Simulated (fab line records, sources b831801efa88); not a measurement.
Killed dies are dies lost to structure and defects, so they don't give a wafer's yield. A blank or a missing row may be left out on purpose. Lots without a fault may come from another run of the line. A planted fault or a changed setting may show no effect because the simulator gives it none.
fab line records | flow sky130
record lots=10 wafers=30 last_day=50
route steps=708 shown VIA4@639
lots that met no fault: from a run of the same line without faults
start_h: hours from the record's first day to the start of the lot's first wafer shown | wait_h: hours since the lot's step before | " the same as in the row above | L1.1+2: a row that stands for several wafers | - no value, or no start given | * or withheld: withheld | < > ~ a bound
route shown NAME@n: a module of which the file shows steps, and the number in the route of the first | usual: mean/standard deviation of fault-free wafers | same: alike in all rows | chamber/n: place in a boat | sites: the reading at each site | _std_site: their standard deviation | _edge_site: outer sites' mean less inner sites' | radius_mm: how far each site lies from the wafer's centre | mask NAME#n: copy n | behind: the tool/chamber that last shaped the wafer | hold: why the lot was held/for how many hours/how that ended | device: the transistor (n, p or np) that didn't switch | end of line: the same wafers' tests at the end of the route | a step without rows: its recipe alone | killed: dies lost to structure and defects at the first sort, not the wafer's yield | map: a wafer's dies, x killed, . not, _ none there
set.NAME: the setting as run; set.NAME@STEP: as run at that earlier step | model.NAME: the simulator's own value behind a step, which no gauge read
steps of the route over a sample of lots; a table a step, a row a wafer
services: from which hour (start_h, from the record's first day; less than 0 if before it) a tool's chamber was out of use, for how many hours, and why
## steps
# step SKY_VIA4_HDPCVD_00
# recipe material=SiO2 target_thk_nm=1750 sigma_open_frac=0.3 time_s=291.7 temp_c=400 sih4_flow_sccm=60 pressure_mtorr=6
# usual run_length_s=319.4/0.45
# columns lot.wafer tool chamber start_h wait_h run_length_s
L556.1 hdpcvd-01 2 977.01 0.0 318.3
L556.4 " 1 " " 320.3
L556.6 " 0 " " 319.5
L557.1 hdpcvd-02 2 986.88 0.0 319.4
L557.4 " 0 " " 319.3
L557.5 " 2 " " 319.3
L558.1 hdpcvd-02 2 997.43 0.0 319.7
L558.2 " 0 " " 319.6
L558.5 " 2 " " 319.4
L559.2 hdpcvd-02 2 999.38 0.0 319.4
L559.3 " 1 " " 319.3
L559.5 " 1 " " 319.0
L560.1 hdpcvd-02 0 1015.15 0.0 319.5
L560.2 " 1 " " 319.3
L560.5 " 1 " " 319.4
L567.1 hdpcvd-01 0 1056.40 0.0 345.6
L567.5 " 2 " " 319.2
L567.6 " 1 " " 319.6
L570.1 hdpcvd-02 0 1083.45 0.0 319.5
L570.2 " 1 " " 319.4
L570.6 " 2 " " 319.6
L573.2 hdpcvd-02 1 1105.17 0.0 318.9
L573.3 " 0 " " 319.8
L573.6 " 2 " " 319.5
L576.1 hdpcvd-02 2 1113.40 0.0 319.6
L576.2 " 1 " " 319.6
L576.5 " 0 " " 319.4
L577.1 hdpcvd-02 1 1117.37 0.0 318.9
L577.2 " 0 " " 319.5
L577.4 " 2 " " 319.2
# step SKY_VIA4_THK_MEAS_01
# recipe reads=SiO2_of_VIA4_HDPCVD_00
# usual VIA4_HDPCVD_THK=1749/19
# columns lot.wafer tool chamber start_h wait_h VIA4_HDPCVD_THK[nm]
L556.1 film_metro-01 - 977.19 0.1 1739
L556.4 " - " " 1773
L556.6 " - " " 1747
L557.1 film_metro-01 - 987.06 0.1 1766
L557.4 " - " " 1759
L557.5 " - " " 1779
L558.1 film_metro-04 - 997.61 0.1 1740
L558.2 " - " " 1742
L558.5 " - " " 1756
L559.2 film_metro-01 - 999.57 0.1 1779
L559.3 " - " " 1754
L559.5 " - " " 1747
L560.1 film_metro-03 - 1015.33 0.1 1749
L560.2 " - " " 1745
L560.5 " - " " 1756
L567.1 film_metro-01 - 1056.58 0.1 1923
L567.5 " - " " 1751
L567.6 " - " " 1743
L570.1 film_metro-01 - 1083.63 0.1 1741
L570.2 " - " " 1736
L570.6 " - " " 1750
L573.2 film_metro-04 - 1105.36 0.1 1748
L573.3 " - " " 1762
L573.6 " - " " 1746
L576.1 film_metro-03 - 1113.57 0.1 1719
L576.2 " - " " 1743
L576.5 " - " " 1734
L577.1 film_metro-04 - 1117.54 0.1 1712
L577.2 " - " " 1673
L577.4 " - " " 1732
## services
# columns tool chamber start_h hours kind
hdpcvd-01 0 965.25 - clean
hdpcvd-01 1 965.25 - clean
hdpcvd-01 2 965.25 - clean
hdpcvd-02 2 992.25 4.8 repair
hdpcvd-01 - 1012.92 2.8 repair
hdpcvd-02 - 1077.48 0.3 repair
## key
first_sign step=SKY_VIA4_HDPCVD_00 reading=run_length_s direction=up sigmas=58 usual=* struck=*
effect step=SKY_VIA4_THK_MEAS_01 reading=VIA4_HDPCVD_THK direction=up sigmas=9 usual=1749 struck=1923
met_at SKY_VIA4_HDPCVD_00
struck_lots L567
struck_wafers L567.1
onset_between 977.01 1056.40
fault kind=process_parameter_drift tool=hdpcvd-01 chamber=0 onset_h=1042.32 steps=SKY_VIA4_HDPCVD_00 channel=time_s offset=* shape=step end_h=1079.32 acts_in=* stated=*
